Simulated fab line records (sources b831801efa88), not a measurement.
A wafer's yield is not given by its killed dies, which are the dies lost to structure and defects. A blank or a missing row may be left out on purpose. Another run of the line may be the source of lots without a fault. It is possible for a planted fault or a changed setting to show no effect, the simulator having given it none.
fab line records -- flow gf180mcu
record: lots: 6, wafers: 18, last_day: 33
route steps=602 shown M3@421 V3@429 M4@456
lots that met no fault: from a run of the same line without faults
start_h: the number of hours between the record's first day and the start of the first shown wafer of the lot -- wait_h: hours elapsed since this lot's preceding step -- " unchanged from the row above -- L1.1+2: one row covering several wafers at once -- - no value, or no start was given -- * or withheld: withheld -- < > ~ a bound
route shown NAME@n: a module of which the file shows steps, and the number in the route of the first -- usual: mean/standard deviation of fault-free wafers -- same: alike in all rows -- chamber/n: place in a boat -- sites: readings site by site -- _std_site: how widely they spread, as a standard deviation -- _edge_site: mean of outer sites minus mean of inner sites -- radius_mm: how far each site lies from the wafer's centre -- mask NAME#n: copy n -- behind: the last tool/chamber to shape the wafer -- hold: what put the lot on hold/how long, in hours/how the hold closed -- device: the transistor (n, p or np) that didn't switch -- end of line: at the end of the route, the tests of the same wafers -- a step given without rows: its recipe and nothing more -- killed: dies lost to structure and defects at the first sort, not the wafer's yield -- map: shows each die of a wafer: x if killed, . if not, _ if none is there
set.NAME: the setting as run; set.NAME@STEP: as run at that earlier step -- model.NAME: the simulator's own value behind a step, which no gauge read
a table for each step, a row for each wafer; lots at some steps of the route
services: from which hour (start_h, from the record's first day; less than 0 if before it) a tool's chamber was out of use, for how many hours, and why
== steps ==
step: GF_M3_PEB_12
recipe: peb_temp_c: 135, peb_time_s: 90, resist: KrF
step: GF_M3_DEVELOP_13
recipe: develop_time_s: 60, dev_temp_c: 21
step: GF_M3_CD_MEAS_14
recipe: target_cd_nm: 280
usual: cd_nm: 280.5/0.97
lot.wafer,tool,chamber,start_h,wait_h,cd_nm
L907.1,cd_sem-02,-,500.33,0.1,278.7
L907.4,cd_sem-02,-,500.33,0.1,279.5
L907.6,cd_sem-02,-,500.33,0.1,279.8
L908.2,cd_sem-02,-,502.25,0.1,279.3
L908.4,cd_sem-02,-,502.25,0.1,280.4
L908.5,cd_sem-02,-,502.25,0.1,280.9
L917.3,cd_sem-01,-,590.57,0.1,280.0
L917.5,cd_sem-01,-,590.57,0.1,281.2
L917.6,cd_sem-01,-,590.57,0.1,279.7
L918.3,cd_sem-01,-,594.37,0.1,281.2
L918.4,cd_sem-01,-,594.37,0.1,280.9
L918.6,cd_sem-01,-,594.37,0.1,281.1
L924.1,cd_sem-02,-,634.58,0.1,279.7
L924.2,cd_sem-02,-,634.58,0.1,279.9
L924.5,cd_sem-02,-,634.58,0.1,279.8
L925.2,cd_sem-02,-,644.80,0.1,282.8
L925.3,cd_sem-02,-,644.80,0.1,280.2
L925.5,cd_sem-02,-,644.80,0.1,280.8
step: GF_M3_OVL_MEAS_15
usual: M3_OVL: -1/4.5
lot.wafer,tool,chamber,start_h,wait_h,M3_OVL[nm]
L907.1,overlay-01,-,500.45,0.1,-1
L907.4,overlay-01,-,500.45,0.1,0
L907.6,overlay-01,-,500.45,0.1,-5
L908.2,overlay-02,-,502.35,0.1,6
L908.4,overlay-02,-,502.35,0.1,1
L908.5,overlay-02,-,502.35,0.1,-6
L917.3,overlay-02,-,590.66,0.1,2
L917.5,overlay-02,-,590.66,0.1,5
L917.6,overlay-02,-,590.66,0.1,1
L918.3,overlay-01,-,594.46,0.1,-2
L918.4,overlay-01,-,594.46,0.1,-3
L918.6,overlay-01,-,594.46,0.1,6
L924.1,overlay-02,-,634.70,0.1,1
L924.2,overlay-02,-,634.70,0.1,-1
L924.5,overlay-02,-,634.70,0.1,-3
L925.2,overlay-02,-,644.90,0.1,0
L925.3,overlay-02,-,644.90,0.1,1
L925.5,overlay-02,-,644.90,0.1,-1
step: GF_M3_METAL_ETCH_16
recipe: chemistry: Cl2/BCl3, mask_material: KrF, target_depth_nm: 750.8, stop_on: SiO2, pressure_mtorr: 8, icp_w: 800, bias_w: 140, Cl2_flow_sccm: 80, bcl3_flow_sccm: 40, time_s: 125.1
step: GF_M3_STRIP_17
recipe: chemistry: O2/N2, power_w: 1400, pressure_mtorr: 1500, platen_temp_c: 250, o2_flow_sccm: 3000, n2_flow_sccm: 300, overash_fraction: 0.5
usual: drypump_motor_current_A: 6.03/0.26, heater_power_w: 330/18, oes_product_au: 0.538/0.0052, strip_time_to_endpoint_s: 7.38/0.063
lot.wafer,tool,chamber,start_h,wait_h,drypump_motor_current_A,heater_power_w,oes_product_au,rf_hours_counter_h,strip_time_to_endpoint_s
L907.1,plasma_asher-01,0,500.61,0.1,5.76,327,0.531,80,7.35
L907.4,plasma_asher-01,0,500.61,0.1,5.76,338,0.542,-,7.38
L907.6,plasma_asher-01,1,500.61,0.1,6.36,320,0.529,-,7.36
L908.2,plasma_asher-04,1,502.64,0.2,6.13,312,0.534,71,7.42
L908.4,plasma_asher-04,1,502.64,0.2,6.13,318,0.533,-,7.43
L908.5,plasma_asher-04,1,502.64,0.2,6.13,317,0.545,-,7.44
L917.3,plasma_asher-01,1,590.84,0.1,6.45,320,0.536,-,7.45
L917.5,plasma_asher-01,0,590.84,0.1,5.78,332,0.548,-,7.42
L917.6,plasma_asher-01,1,590.84,0.1,6.40,317,0.542,-,7.48
L918.3,plasma_asher-03,0,594.64,0.1,6.24,314,0.537,-,7.34
L918.4,plasma_asher-03,1,594.64,0.1,5.71,372,0.548,-,7.46
L918.6,plasma_asher-03,0,594.64,0.1,6.26,306,0.543,-,7.43
L924.1,plasma_asher-01,0,634.86,0.1,5.79,340,0.538,94,7.27
L924.2,plasma_asher-01,1,634.86,0.1,6.39,321,0.538,94,7.35
L924.5,plasma_asher-01,0,634.86,0.1,5.78,336,0.532,-,7.36
L925.2,plasma_asher-01,0,645.06,0.1,5.78,332,0.535,95,7.43
L925.3,plasma_asher-01,0,645.06,0.1,5.75,334,0.537,-,7.35
L925.5,plasma_asher-01,1,645.06,0.1,6.37,318,0.550,-,7.43
step: GF_M3_STRIP_18
recipe: chemistry: post_etch_residue_remover, time_s: 1200, temp_c: 72.5
step: GF_M3_CLEAN_19
recipe: chemistry: DIW, dry: n2_spin
step: GF_V3_CVD_00
recipe: material: SiO2, target_thk_nm: 600, sigma_open_frac: 0.3, temp_c: 400, time_s: 100, sih4_flow_sccm: 60, pressure_mtorr: 6
step: GF_V3_THK_MEAS_01
recipe: reads: SiO2_of_V3_CVD_00
usual: V3_CVD_00_THK: 603/6.6
lot.wafer,tool,chamber,start_h,wait_h,V3_CVD_00_THK[nm]
L907.1,film_metro-04,-,501.22,0.0,591
L907.4,film_metro-04,-,501.22,0.0,600
L907.6,film_metro-04,-,501.22,0.0,611
L908.2,film_metro-02,-,503.27,0.0,603
L908.4,film_metro-02,-,503.27,0.0,604
L908.5,film_metro-02,-,503.27,0.0,608
L917.3,film_metro-03,-,591.44,0.1,587
L917.5,film_metro-03,-,591.44,0.1,594
L917.6,film_metro-03,-,591.44,0.1,597
L918.3,film_metro-03,-,595.24,0.1,603
L918.4,film_metro-03,-,595.24,0.1,599
L918.6,film_metro-03,-,595.24,0.1,602
L924.1,film_metro-03,-,635.51,0.0,601
L924.2,film_metro-03,-,635.51,0.0,604
L924.5,film_metro-03,-,635.51,0.0,605
L925.2,film_metro-03,-,645.73,0.0,606
L925.3,film_metro-03,-,645.73,0.0,607
L925.5,film_metro-03,-,645.73,0.0,603
step: GF_V3_CVD_02
recipe: material: SiO2, target_thk_nm: 850, precursor: TEOS, temp_c: 400, time_s: 94.851, rf_w: 600
step: GF_V3_THK_MEAS_03
recipe: reads: SiO2_of_V3_CVD_02
usual: V3_CVD_02_THK: 854/8.6
lot.wafer,tool,chamber,start_h,wait_h,V3_CVD_02_THK[nm]
L907.1,film_metro-02,-,501.35,0.0,847
L907.4,film_metro-02,-,501.35,0.0,852
L907.6,film_metro-02,-,501.35,0.0,866
L908.2,film_metro-03,-,503.40,0.0,837
L908.4,film_metro-03,-,503.40,0.0,852
L908.5,film_metro-03,-,503.40,0.0,853
L917.3,film_metro-04,-,591.57,0.1,846
L917.5,film_metro-04,-,591.57,0.1,850
L917.6,film_metro-04,-,591.57,0.1,869
L918.3,film_metro-04,-,595.37,0.1,848
L918.4,film_metro-04,-,595.37,0.1,851
L918.6,film_metro-04,-,595.37,0.1,857
L924.1,film_metro-04,-,635.65,0.1,856
L924.2,film_metro-04,-,635.65,0.1,848
L924.5,film_metro-04,-,635.65,0.1,861
L925.2,film_metro-04,-,645.86,0.0,842
L925.3,film_metro-04,-,645.86,0.0,843
L925.5,film_metro-04,-,645.86,0.0,845
step: GF_V3_CMP_04
recipe: material: SiO2, down_force_psi: 4, platen_rpm: 60, pad_velocity_m_s: 0.94248
usual: motor_current_A: 13.1/0.88, platen_rpm: 60.00/0.031, slurry_filter_dp_kPa: 13.51/0.14, slurry_flow_ml_min: 150.1/0.51, time_to_endpoint_s: 82/4.3
lot.wafer,tool,chamber,start_h,wait_h,motor_current_A,platen_rpm,slurry_filter_dp_kPa,slurry_flow_ml_min,time_to_endpoint_s,model.SiO2_of_V3_CVD_02.thk_nm
L907.4,cmp-02,3,501.41,0.0,12.9,59.94,13.59,149.0,82,633
L907.1,cmp-02,2,501.41,0.0,14.0,60.01,13.61,150.4,75,631.1
L907.6,cmp-02,0,501.41,0.0,14.2,59.97,13.38,149.6,86,632.6
L908.4,cmp-01,1,503.45,0.0,13.0,59.98,13.37,150.8,80,633.7
L908.2,cmp-01,2,503.45,0.0,13.1,60.02,13.36,149.8,79,635.6
L908.5,cmp-01,1,503.45,0.0,12.9,59.97,13.66,150.0,80,632.6
L917.3,cmp-01,2,591.66,0.1,14.1,60.01,13.32,150.0,79,634.8
L917.6,cmp-01,1,591.66,0.1,14.5,59.98,13.76,149.0,62,696.3
L917.5,cmp-01,2,591.66,0.1,13.7,60.00,13.40,150.6,83,633.7
L918.3,cmp-01,3,595.51,0.1,12.0,60.06,13.50,149.4,77,632.6
L918.4,cmp-01,0,595.51,0.1,12.1,59.96,13.49,150.7,81,632.8
L918.6,cmp-01,1,595.51,0.1,13.7,59.92,13.79,150.1,60,694.8
L924.2,cmp-02,0,635.71,0.0,13.9,59.96,13.84,150.2,82,633.1
L924.1,cmp-02,3,635.71,0.0,13.2,60.00,13.67,151.1,86,633.8
L924.5,cmp-02,0,635.71,0.0,13.5,59.98,13.61,150.3,87,634.3
L925.2,cmp-02,1,645.94,0.1,13.7,60.02,13.41,150.3,77,631.6
L925.3,cmp-02,3,645.94,0.1,12.5,59.98,13.46,150.0,85,633
L925.5,cmp-02,2,645.94,0.1,14.1,60.00,13.41,150.1,83,631.9
step: GF_V3_BOW_MEAS_05
recipe: mode: bow
usual: V3_BOW: 117/8.3
lot.wafer,tool,chamber,start_h,wait_h,V3_BOW[um]
L907.1,film_metro-02,-,501.71,0.1,109
L907.4,film_metro-02,-,501.71,0.1,122
L907.6,film_metro-02,-,501.71,0.1,115
L908.2,film_metro-02,-,503.77,0.2,106
L908.4,film_metro-02,-,503.77,0.2,104
L908.5,film_metro-02,-,503.77,0.2,112
L917.3,film_metro-04,-,591.95,0.2,106
L917.5,film_metro-04,-,591.95,0.2,118
L917.6,film_metro-04,-,591.95,0.2,126
L918.3,film_metro-03,-,595.75,0.2,120
L918.4,film_metro-03,-,595.75,0.2,120
L918.6,film_metro-03,-,595.75,0.2,114
L924.1,film_metro-03,-,636.01,0.1,109
L924.2,film_metro-03,-,636.01,0.1,104
L924.5,film_metro-03,-,636.01,0.1,104
L925.2,film_metro-03,-,646.26,0.3,116
L925.3,film_metro-03,-,646.26,0.3,102
L925.5,film_metro-03,-,646.26,0.3,97
step: GF_V3_DEHYDRATE_06
recipe: temp_c: 200, time_s: 60
step: GF_V3_HMDS_07
recipe: prime_time_s: 60, prime_temp_c: 120
step: GF_V3_COAT_08
recipe: resist: BARC, temp_c: withheld, time_s: withheld, spin_rpm: withheld, resist_thk_nm: withheld
step: GF_V3_COAT_09
recipe: resist: KrF, spin_rpm: withheld, resist_thk_nm: 1000
step: GF_V3_SOFTBAKE_10
recipe: temp_c: 130, time_s: 60, resist: KrF
step: GF_V3_EXPOSE_11
recipe: mask_id: Via3, target_cd_nm: 260, na: 0.68, source_shape: conventional, sigma_outer: 0.6, dose_mj: 38
step: GF_V3_PEB_12
recipe: peb_temp_c: 135, peb_time_s: 90, resist: KrF
step: GF_V3_DEVELOP_13
recipe: develop_time_s: 60, resist: KrF, dev_temp_c: 21
step: GF_V3_CD_MEAS_14
recipe: target_cd_nm: 260
usual: cd_nm: 259.6/1.2
lot.wafer,tool,chamber,start_h,wait_h,cd_nm
L907.1,cd_sem-01,-,525.43,0.1,259.0
L907.4,cd_sem-01,-,525.43,0.1,257.7
L907.6,cd_sem-01,-,525.43,0.1,257.6
L908.2,cd_sem-01,-,527.60,0.1,260.5
L908.4,cd_sem-01,-,527.60,0.1,259.5
L908.5,cd_sem-01,-,527.60,0.1,259.2
L917.3,cd_sem-02,-,612.21,0.1,261.3
L917.5,cd_sem-02,-,612.21,0.1,259.3
L917.6,cd_sem-02,-,612.21,0.1,261.4
L918.3,cd_sem-01,-,615.96,0.1,260.7
L918.4,cd_sem-01,-,615.96,0.1,260.5
L918.6,cd_sem-01,-,615.96,0.1,258.9
L924.1,cd_sem-01,-,656.64,0.2,259.5
L924.2,cd_sem-01,-,656.64,0.2,259.8
L924.5,cd_sem-01,-,656.64,0.2,259.2
L925.2,cd_sem-01,-,666.40,0.1,259.7
L925.3,cd_sem-01,-,666.40,0.1,260.1
L925.5,cd_sem-01,-,666.40,0.1,258.9
step: GF_V3_OVL_MEAS_15
usual: V3_OVL: -2/4.8
lot.wafer,tool,chamber,start_h,wait_h,V3_OVL[nm]
L907.1,overlay-02,-,525.55,0.1,0
L907.4,overlay-02,-,525.55,0.1,4
L907.6,overlay-02,-,525.55,0.1,-4
L908.2,overlay-02,-,527.71,0.1,-1
L908.4,overlay-02,-,527.71,0.1,2
L908.5,overlay-02,-,527.71,0.1,0
L917.3,overlay-02,-,612.30,0.1,-1
L917.5,overlay-02,-,612.30,0.1,3
L917.6,overlay-02,-,612.30,0.1,-10
L918.3,overlay-01,-,616.05,0.1,-7
L918.4,overlay-01,-,616.05,0.1,-12
L918.6,overlay-01,-,616.05,0.1,-11
L924.1,overlay-01,-,656.76,0.1,-1
L924.2,overlay-01,-,656.76,0.1,-3
L924.5,overlay-01,-,656.76,0.1,-5
L925.2,overlay-02,-,666.50,0.1,2
L925.3,overlay-02,-,666.50,0.1,0
L925.5,overlay-02,-,666.50,0.1,1
step: GF_V3_ETCH_16
recipe: chemistry: N2/H2, target_depth_a: withheld, overetch_a: withheld, time_s: withheld, target: BARC, ion_energy_ev: 200, source_w: 500, bias_w: 100, pressure_mtorr: 30, n2_flow_sccm: 100, h2_flow_sccm: 200
usual: drypump_motor_current_A: 5.7/0.42, oes_product_au: 0.855/0.0045, throttle_valve_pct: 13.225/0.0081
lot.wafer,tool,chamber,start_h,wait_h,drypump_motor_current_A,oes_product_au,throttle_valve_pct
L907.1,rie_diel-03,2,525.59,0.0,6.3,0.851,13.226
L907.4,rie_diel-03,3,525.59,0.0,5.4,0.854,13.220
L907.6,rie_diel-03,3,525.59,0.0,5.4,0.856,13.225
L908.2,rie_diel-01,2,527.74,0.0,5.9,0.853,13.221
L908.4,rie_diel-01,0,527.74,0.0,6.5,0.862,13.213
L908.5,rie_diel-01,1,527.74,0.0,5.3,0.865,13.228
L917.3,rie_diel-03,3,612.33,0.0,5.4,0.849,13.234
L917.5,rie_diel-03,1,612.33,0.0,6.2,0.849,13.220
L917.6,rie_diel-03,2,612.33,0.0,6.3,0.857,13.224
L918.3,rie_diel-02,2,616.08,0.0,5.9,0.851,13.225
L918.4,rie_diel-02,0,616.08,0.0,5.4,0.856,13.218
L918.6,rie_diel-02,1,616.08,0.0,5.1,0.854,13.235
L924.1,rie_diel-01,1,656.80,0.0,5.3,0.852,13.221
L924.2,rie_diel-01,3,656.80,0.0,5.5,0.854,13.222
L924.5,rie_diel-01,0,656.80,0.0,6.5,0.852,13.239
L925.2,rie_diel-03,0,666.53,0.0,5.7,0.859,13.231
L925.3,rie_diel-03,3,666.53,0.0,5.4,0.853,13.231
L925.5,rie_diel-03,3,666.53,0.0,5.4,0.851,13.224
step: GF_V3_ETCH_17
recipe: chemistry: C4F8/O2/Ar, mask_material: KrF, target: SiO2, stop_on: TiN, source_w: 1500, bias_w: 1200, pressure_mtorr: 40, c4f8_flow_sccm: withheld, O2_flow_sccm: 6, Ar_flow_sccm: 300, time_s: withheld, target_depth_a: 6350
usual: oes_product_au: 0.856/0.0043
lot.wafer,tool,chamber,start_h,wait_h,oes_product_au,model.etch.depth_nm,model.V3.feature_depth_nm
L907.1,rie_diel-03,2,-,-,0.858,631.1,631.1
L907.4,rie_diel-03,3,-,-,0.857,633,633
L907.6,rie_diel-03,3,-,-,0.856,632.6,632.6
L908.2,rie_diel-01,2,-,-,0.853,635.6,635.6
L908.4,rie_diel-01,0,-,-,0.855,633.7,633.7
L908.5,rie_diel-01,1,-,-,0.865,632.6,632.6
L917.3,rie_diel-03,3,-,-,0.858,634.8,634.8
L917.5,rie_diel-03,1,-,-,0.853,633.7,633.7
L917.6,rie_diel-03,2,-,-,0.905,696.3,696.3
L918.3,rie_diel-02,2,-,-,0.855,632.6,632.6
L918.4,rie_diel-02,0,-,-,0.859,632.8,632.8
L918.6,rie_diel-02,1,-,-,0.895,694.8,694.8
L924.1,rie_diel-01,1,-,-,0.857,633.8,633.8
L924.2,rie_diel-01,3,-,-,0.854,633.1,633.1
L924.5,rie_diel-01,0,-,-,0.858,634.3,634.3
L925.2,rie_diel-03,0,-,-,0.858,631.6,631.6
L925.3,rie_diel-03,3,-,-,0.851,633,633
L925.5,rie_diel-03,3,-,-,0.864,631.9,631.9
step: GF_V3_STRIP_18
recipe: chemistry: O2/N2, power_w: 1400, pressure_mtorr: 1500, platen_temp_c: 250, o2_flow_sccm: 3000, n2_flow_sccm: 300, overash_fraction: 0.5
step: GF_V3_STRIP_19
recipe: chemistry: post_etch_residue_remover, time_s: 1200, temp_c: 72.5
step: GF_V3_CLEAN_20
recipe: chemistry: DIW, dry: n2_spin
step: GF_V3_SPUTTER_21
recipe: material: Ti, target_thk_nm: 15, chamber_pressure_pa: 5, power_w: 2500, substrate_temp_c: 200, time_s: 80.02
step: GF_V3_SPUTTER_22
recipe: material: TiN, target_thk_nm: 10, chamber_pressure_pa: 5, power_w: 4000, time_s: 40
usual: throttle_valve_pct: 30.8/0.92
lot.wafer,tool,chamber,start_h,wait_h,throttle_valve_pct
L907.1,pvd_sputter-03,-,526.31,0.0,29.0
L907.4,pvd_sputter-03,-,526.31,0.0,31.3
L907.6,pvd_sputter-03,-,526.31,0.0,30.6
L908.2,pvd_sputter-03,-,528.46,0.0,30.5
L908.4,pvd_sputter-03,-,528.46,0.0,31.6
L908.5,pvd_sputter-03,-,528.46,0.0,28.6
L917.3,pvd_sputter-03,-,613.05,0.0,30.7
L917.5,pvd_sputter-03,-,613.05,0.0,31.5
L917.6,pvd_sputter-03,-,613.05,0.0,30.4
L918.3,pvd_sputter-04,-,616.83,0.0,30.4
L918.4,pvd_sputter-04,-,616.83,0.0,30.9
L918.6,pvd_sputter-04,-,616.83,0.0,30.8
L924.1,pvd_sputter-03,-,657.52,0.0,30.7
L924.2,pvd_sputter-03,-,657.52,0.0,30.5
L924.5,pvd_sputter-03,-,657.52,0.0,28.9
L925.2,pvd_sputter-01,-,667.26,0.0,28.5
L925.3,pvd_sputter-01,-,667.26,0.0,31.9
L925.5,pvd_sputter-01,-,667.26,0.0,31.0
step: GF_V3_CVD_23
recipe: material: W, target_thk_nm: 350, time_s: 104.9, temp_c: 400, pressure_torr: 40
usual: heater_power_w: 904/77
lot.wafer,tool,chamber,start_h,wait_h,heater_power_w
L907.1,cvd_w-01,1,526.35,0.0,982
L907.4,cvd_w-01,0,526.35,0.0,835
L907.6,cvd_w-01,1,526.35,0.0,1007
L908.2,cvd_w-01,1,528.50,0.0,985
L908.4,cvd_w-01,1,528.50,0.0,987
L908.5,cvd_w-01,1,528.50,0.0,974
L917.3,cvd_w-02,1,613.17,0.1,947
L917.5,cvd_w-02,1,613.17,0.1,948
L917.6,cvd_w-02,1,613.17,0.1,949
L918.3,cvd_w-01,1,616.91,0.1,1006
L918.4,cvd_w-01,0,616.91,0.1,853
L918.6,cvd_w-01,0,616.91,0.1,844
L924.1,cvd_w-01,0,657.56,0.0,826
L924.2,cvd_w-01,1,657.56,0.0,1006
L924.5,cvd_w-01,1,657.56,0.0,985
L925.2,cvd_w-02,0,667.30,0.0,831
L925.3,cvd_w-02,1,667.30,0.0,952
L925.5,cvd_w-02,0,667.30,0.0,808
step: GF_V3_RS_MEAS_24
recipe: thk_meas_gauge: four-point-probe, reads: W_of_V3_CVD_23+TiN_of_V3_SPUTTER_22+Ti_of_V3_SPUTTER_21
usual: V3_W_RS: 0.326/0.0067
lot.wafer,tool,chamber,start_h,wait_h,V3_W_RS[ohm/sq]
L907.1,film_metro-04,-,526.46,0.1,0.329
L907.4,film_metro-04,-,526.46,0.1,0.322
L907.6,film_metro-04,-,526.46,0.1,0.327
L908.2,film_metro-03,-,528.72,0.2,0.332
L908.4,film_metro-03,-,528.72,0.2,0.329
L908.5,film_metro-03,-,528.72,0.2,0.332
L917.3,film_metro-03,-,613.35,0.2,0.337
L917.5,film_metro-03,-,613.35,0.2,0.333
L917.6,film_metro-03,-,613.35,0.2,0.337
L918.3,film_metro-04,-,617.02,0.1,0.333
L918.4,film_metro-04,-,617.02,0.1,0.322
L918.6,film_metro-04,-,617.02,0.1,0.320
L924.1,film_metro-04,-,657.67,0.1,0.322
L924.2,film_metro-04,-,657.67,0.1,0.332
L924.5,film_metro-04,-,657.67,0.1,0.328
L925.2,film_metro-04,-,667.43,0.1,0.325
L925.3,film_metro-04,-,667.43,0.1,0.333
L925.5,film_metro-04,-,667.43,0.1,0.325
step: GF_V3_THK_MEAS_25
recipe: thk_meas_gauge: xrf, reads: W_of_V3_CVD_23
usual: V3_W_THK: 361/8.3
lot.wafer,tool,chamber,start_h,wait_h,V3_W_THK[nm]
L907.1,film_metro-04,-,526.58,0.1,356
L907.4,film_metro-04,-,526.58,0.1,363
L907.6,film_metro-04,-,526.58,0.1,359
L908.2,film_metro-03,-,528.83,0.1,360
L908.4,film_metro-03,-,528.83,0.1,361
L908.5,film_metro-03,-,528.83,0.1,359
L917.3,film_metro-03,-,613.45,0.1,354
L917.5,film_metro-03,-,613.45,0.1,357
L917.6,film_metro-03,-,613.45,0.1,353
L918.3,film_metro-04,-,617.12,0.1,356
L918.4,film_metro-04,-,617.12,0.1,365
L918.6,film_metro-04,-,617.12,0.1,365
L924.1,film_metro-04,-,657.79,0.1,360
L924.2,film_metro-04,-,657.79,0.1,347
L924.5,film_metro-04,-,657.79,0.1,355
L925.2,film_metro-04,-,667.54,0.1,358
L925.3,film_metro-04,-,667.54,0.1,351
L925.5,film_metro-04,-,667.54,0.1,354
step: GF_V3_CMP_26
recipe: stop_on: SiO2, down_force_psi: 3.5, platen_rpm: 60, t_overpolish_s: 15, target_thk_nm: 0, pad_velocity_m_s: 0.94248
usual: motor_current_A: 12.0/0.8, platen_rpm: 60.00/0.036, slurry_filter_dp_kPa: 13.49/0.13, slurry_flow_ml_min: 150.0/0.43
lot.wafer,tool,chamber,start_h,wait_h,motor_current_A,platen_rpm,slurry_filter_dp_kPa,slurry_flow_ml_min,model.SiO2_of_V3_CVD_02.thk_nm
L907.4,cmp-01,2,526.74,0.1,12.7,60.06,13.32,149.4,629.2
L907.1,cmp-01,3,526.74,0.1,11.6,60.00,13.49,149.9,627.3
L907.6,cmp-01,0,526.74,0.1,10.4,60.00,13.54,150.5,628.8
L908.2,cmp-02,0,528.88,0.0,12.6,59.90,13.41,150.3,631.8
L908.4,cmp-02,1,528.88,0.0,12.1,60.07,13.55,150.2,629.9
L908.5,cmp-02,1,528.88,0.0,12.2,60.02,13.62,150.0,628.8
L917.3,cmp-01,0,613.49,0.0,11.5,60.00,13.51,150.0,631
L917.6,cmp-01,0,613.49,0.0,10.4,60.00,13.41,150.9,692.5
L917.5,cmp-01,1,613.49,0.0,12.6,60.01,13.42,149.6,629.9
L918.3,cmp-01,3,617.16,0.0,11.2,60.04,13.59,149.6,628.8
L918.4,cmp-01,1,617.16,0.0,12.7,59.98,13.48,150.4,629.1
L918.6,cmp-01,0,617.16,0.0,10.8,60.02,13.56,150.7,691.1
L924.2,cmp-02,0,657.90,0.1,12.3,60.00,13.66,150.0,629.3
L924.1,cmp-02,2,657.90,0.1,13.3,60.02,13.42,150.4,630
L924.5,cmp-02,0,657.90,0.1,12.8,60.01,13.64,149.7,630.5
L925.3,cmp-01,2,667.59,0.0,12.7,59.98,13.34,150.0,629.2
L925.2,cmp-01,0,667.59,0.0,10.8,59.97,13.58,149.8,627.8
L925.5,cmp-01,3,667.59,0.0,11.7,60.00,13.62,149.9,628.2
step: GF_M4_SPUTTER_00
recipe: material: Ti, target_thk_nm: 37.5, arriving_ion_energy_ev: 80, substrate_temp_c: 200, chamber_pressure_pa: 2, power_w: 4000, time_s: 150
usual: throttle_valve_pct: 30.4/1.1
lot.wafer,tool,chamber,start_h,wait_h,throttle_valve_pct
L907.1,pvd_sputter-01,-,526.94,0.1,30.8
L907.4,pvd_sputter-01,-,526.94,0.1,31.1
L907.6,pvd_sputter-01,-,526.94,0.1,32.1
L908.2,pvd_sputter-03,-,529.18,0.2,30.6
L908.4,pvd_sputter-03,-,529.18,0.2,30.7
L908.5,pvd_sputter-03,-,529.18,0.2,30.7
L917.3,pvd_sputter-01,-,613.79,0.2,31.7
L917.5,pvd_sputter-01,-,613.79,0.2,31.8
L917.6,pvd_sputter-01,-,613.79,0.2,29.0
L918.3,pvd_sputter-03,-,617.46,0.2,30.4
L918.4,pvd_sputter-03,-,617.46,0.2,28.8
L918.6,pvd_sputter-03,-,617.46,0.2,30.6
L924.1,pvd_sputter-01,-,658.15,0.1,31.1
L924.2,pvd_sputter-01,-,658.15,0.1,30.9
L924.5,pvd_sputter-01,-,658.15,0.1,29.1
L925.2,pvd_sputter-03,-,667.89,0.1,30.5
L925.3,pvd_sputter-03,-,667.89,0.1,28.8
L925.5,pvd_sputter-03,-,667.89,0.1,28.9
== services ==
tool,chamber,start_h,hours,kind
cvd_w-02,-,492.55,6.2,repair
cmp-02,-,495.84,5.4,pm
cmp-02,-,504.08,0.8,repair
rie_diel-01,3,513.57,3.5,repair
cmp-02,-,531.72,1.3,repair
rie_diel-01,0,536.68,7.5,repair
pvd_sputter-03,-,544.75,7.7,repair
rie_diel-03,1,547.73,9.2,repair
rie_diel-03,-,561.12,22.1,repair
rie_diel-01,1,569.55,4.9,repair
cmp-01,-,572.13,4.0,pm
rie_diel-01,2,577.51,8.2,repair
plasma_asher-01,-,582.29,2.9,repair
rie_diel-01,3,600.93,6.2,repair
cmp-02,-,609.13,4.4,repair
cmp-02,-,612.42,1.9,repair
cmp-01,-,625.43,2.0,repair
cmp-02,-,627.82,0.2,repair
cmp-02,-,631.86,1.9,repair
cmp-01,-,637.40,1.0,repair
rie_diel-03,3,638.86,11.6,repair
pvd_sputter-01,-,641.79,1.9,repair
rie_diel-03,1,661.34,12.5,repair
cmp-02,-,661.89,4.4,repair
== key ==
first_sign: step: GF_V3_CMP_04, reading: time_to_endpoint_s, direction: down, sigmas: 5, usual: *, struck: *
effect: step: GF_V3_ETCH_17, reading: oes_product_au, direction: up, sigmas: 10, usual: 0.856, struck: 0.900
model_effect: step: GF_V3_CMP_04, value: SiO2_of_V3_CVD_02.thk_nm, without: 632.3, struck: 695.6
model_effect: step: GF_V3_ETCH_17, value: etch.depth_nm, without: 632.3, struck: 695.6
model_effect: step: GF_V3_CMP_26, value: SiO2_of_V3_CVD_02.thk_nm, without: 628.5, struck: 691.8
met_at GF_V3_CMP_04
struck_wafers L917.6,L918.6
onset_between 503.45 591.66
fault: kind: process_parameter_drift, tool: cmp-01, chamber: 1, onset_h: 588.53, steps: GF_V3_CMP_04, channel: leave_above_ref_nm, offset: 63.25, shape: step, end_h: 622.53, acts_in: these_recipes_only, stated: 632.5
